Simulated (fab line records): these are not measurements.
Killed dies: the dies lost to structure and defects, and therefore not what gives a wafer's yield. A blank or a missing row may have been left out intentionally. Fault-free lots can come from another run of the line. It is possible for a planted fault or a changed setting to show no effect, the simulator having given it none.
The tool behind it: which one? ; flow sky130 ; 36 wafers from 12 lots sampled at 6 of the route's 708 steps

WHAT THE GAUGES SHOWED, per wafer
SKY_VT_ADJUST_HVTR_CD_MEAS_07: the cd target is 380 nm. Usual: cd_nm reads 380.1 nm (standard deviation 2.5).
lot;measured;on;cd_nm (nm);flag
L264;day 10 18:16;cd_sem-01;382.6 385.0 383.2;
L266;day 10 19:49;cd_sem-01;380.3 378.5 377.6;
L269;day 11 18:35;cd_sem-01;383.5 383.6 384.5;
L270;day 12 03:35;cd_sem-02;377.1 378.1 378.8;
L271;day 12 10:58;cd_sem-02;383.6 384.1 382.1;
L272;day 12 15:26;cd_sem-02;379.4 378.2 377.9;
L273;day 12 21:32;cd_sem-02;383.8 378.8 383.0;
L274;day 13 11:22;cd_sem-01;378.1 380.0 376.7;
L275;day 13 12:35;cd_sem-01;384.0 382.0 383.7;
L282;day 15 12:54;cd_sem-02;381.4 381.5 381.6;
L281;day 15 12:56;cd_sem-01;376.1 376.7 375.6;
L285;day 16 13:45;cd_sem-01;376.4 377.8 378.3;

SKY_LDD_N_OVL_MEAS_07. Usual: LDD_N_OVL gives -0.5 nm (standard deviation 1.4).
lot;measured;on;LDD_N_OVL (nm);flag
L264;day 19 01:12;overlay-02;-0.7 -0.9 -1.2;
L266;day 19 08:39;overlay-01;-1.3 -0.1 0.9;
L269;day 20 14:22;overlay-01;0.6 1.7 -0.7;
L270;day 20 22:12;overlay-02;-1.7 -1.4 1.4;
L271;day 21 09:34;overlay-02;1.4 1.2 0.4;
L272;day 21 16:04;overlay-01;0.2 -0.8 -0.3;
L273;day 22 00:04;overlay-02;-0.4 0.6 -1.8;
L274;day 22 17:17;overlay-02;1.5 -0.2 -1.3;
L275;day 22 13:25;overlay-01;-2.0 -1.4 0.5;
L282;day 25 00:24;overlay-02;-3.0 -2.0 -2.2;
L281;day 25 00:13;overlay-01;-0.7 -0.8 0.5;
L285;day 26 04:35;overlay-02;-1.5 -2.0 -1.8;

SKY_LDD_N_TW_MEAS_17. Usual: LDD_N_TW gives 2590 (standard deviation 18).
lot;measured;on;LDD_N_TW;flag
L264;day 19 02:32;film_metro-01;2561 2559 2571;
L266;day 19 09:59;film_metro-01;2574 2573 2559;
L269;day 20 15:43;film_metro-01;2581 2586 2595;
L270;day 20 23:32;film_metro-03;2576 2588 2582;
L271;day 21 11:13;film_metro-01;2673 2669 2684;OFF
L272;day 21 17:25;film_metro-04;2614 2615 2619;
L273;day 22 01:23;film_metro-03;2591 2589 2598;
L274;day 22 18:37;film_metro-01;2569 2579 2581;
L275;day 22 15:04;film_metro-01;2679 2676 2682;OFF
L282;day 25 01:44;film_metro-01;2582 2584 2579;
L281;day 25 01:53;film_metro-03;2675 2674 2689;OFF
L285;day 26 05:55;film_metro-03;2604 2595 2595;

SKY_LI_CONTACT_BOW_MEAS_03. Usual: LI_CONTACT_BOW gives 56 um (standard deviation 6.5).
lot;measured;on;LI_CONTACT_BOW (um);flag
L264;day 29 05:26;film_metro-02;60 54 56;
L266;day 29 13:50;film_metro-04;55 60 52;
L269;day 30 15:26;film_metro-04;63 50 56;
L270;day 31 00:31;film_metro-04;54 61 54;
L271;day 31 10:10;film_metro-01;58 54 48;
L272;day 31 13:31;film_metro-01;61 67 70;
L273;day 31 22:40;film_metro-01;63 59 61;
L274;day 32 15:12;film_metro-01;60 70 58;
L275;day 32 11:05;film_metro-02;54 57 53;
L282;day 34 17:40;film_metro-04;53 68 54;
L281;day 34 15:02;film_metro-02;51 57 49;
L285;day 35 16:13;film_metro-04;47 51 48;

TOOL THAT RAN EACH LOT (tool first, then ch and the chambers of the sampled wafers, then the start)
lot;SKY_LDD_N_IMPLANT_11;SKY_LDD_N_STRIP_16
L264;implanter-04 ch 0, day 19 01:41;plasma_asher-03 ch 1, day 19 02:26
L266;implanter-04 ch 0, day 19 09:08;plasma_asher-02 ch 0,1, day 19 09:53
L269;implanter-03 ch 0, day 20 14:53;plasma_asher-01 ch 0,1, day 20 15:37
L270;implanter-03 ch 0, day 20 22:41;plasma_asher-02 ch 0,1, day 20 23:26
L271;implanter-02 ch 0, day 21 10:04;plasma_asher-01 ch 0,1, day 21 11:06
L272;implanter-02 ch 0, day 21 16:34;plasma_asher-03 ch 0,1, day 21 17:19
L273;implanter-02 ch 0, day 22 00:32;plasma_asher-03 ch 0,1, day 22 01:17
L274;implanter-03 ch 0, day 22 17:47;plasma_asher-01 ch 0,1, day 22 18:31
L275;implanter-02 ch 0, day 22 13:55;plasma_asher-01 ch 0,1, day 22 14:58
L282;implanter-02 ch 0, day 25 00:53;plasma_asher-02 ch 0,1, day 25 01:38
L281;implanter-03 ch 0, day 25 00:44;plasma_asher-03 ch 0,1, day 25 01:47
L285;implanter-03 ch 0, day 26 05:07;plasma_asher-01 ch 0,1, day 26 05:50
- SKY_LDD_N_IMPLANT_11
- SKY_LDD_N_STRIP_16: strips in O2/N2.

WHAT THE TOOLS THEMSELVES READ (means of the sampled wafers that have a number; where no wafer has one, the mark that the record gives instead)
SKY_LDD_N_IMPLANT_11. Usual: faraday_current_uA 423, standard deviation 7.2; rotation_deg 293.00 degrees, standard deviation 0.044.
lot;tool;faraday_current_uA;rotation_deg (degrees);flag
L264;implanter-04;418;292.99;
L266;implanter-04;420;293.01;
L269;implanter-03;426;293.01;
L270;implanter-03;425;293.00;
L271;implanter-02;422;293.01;
L272;implanter-02;417;293.00;
L273;implanter-02;426;292.98;
L274;implanter-03;425;292.97;
L275;implanter-02;424;292.98;
L282;implanter-02;424;292.95;
L281;implanter-03;421;293.01;
L285;implanter-03;423;292.94;

SKY_LDD_N_STRIP_16. Usual: drypump_motor_current_A 6.2 A, standard deviation 0.44; oes_product_au 0.410 a.u., standard deviation 0.0049; strip_time_to_endpoint_s 4.393 s, standard deviation 0.014.
lot;tool;drypump_motor_current_A (A);oes_product_au (a.u.);strip_time_to_endpoint_s (s);flag
L264;plasma_asher-03;6.4;0.412;4.390;
L266;plasma_asher-02;5.6;0.409;4.394;
L269;plasma_asher-01;6.6;0.414;4.378;
L270;plasma_asher-02;5.6;0.407;4.384;
L271;plasma_asher-01;6.6;0.410;4.605;OFF
L272;plasma_asher-03;6.1;0.410;4.405;
L273;plasma_asher-03;6.2;0.413;4.360;
L274;plasma_asher-01;6.6;0.414;4.400;
L275;plasma_asher-01;6.5;0.409;4.602;OFF
L282;plasma_asher-02;5.8;0.410;4.388;
L281;plasma_asher-03;5.9;0.405;4.585;OFF
L285;plasma_asher-01;6.5;0.405;4.413;

THE ANSWER, worked out from the rows above alone
Rule: a lot is off if the mean of its wafers that have a number lies more than 3 standard deviations from the usual mean. Also off: a lot with no number at a reading for which 4 or more lots have one. Where the step has rows for the other lots, those lots are counted as sound. Order of review: gauges by route order, followed by the tools' own readings, for which a lot's mean as printed above is used. At the first step where some lot is off, the reading lying furthest off is the one used; lots without a number count as furthest.
Off: L271, L275, L281, seen at SKY_LDD_N_TW_MEAS_17 (LDD_N_TW).
If a tool, at a process step before that reading, ran all the lots that are off and no sound lot after the first of them, it fits. Not tried: the gauges at SKY_LDD_N_TW_MEAS_17; whatever is off there is also off at SKY_LDD_N_STRIP_16, on other tools, and gauge error can't account for it. Of those tried, none fits.

WHAT THE SIMULATOR HAD INSERTED
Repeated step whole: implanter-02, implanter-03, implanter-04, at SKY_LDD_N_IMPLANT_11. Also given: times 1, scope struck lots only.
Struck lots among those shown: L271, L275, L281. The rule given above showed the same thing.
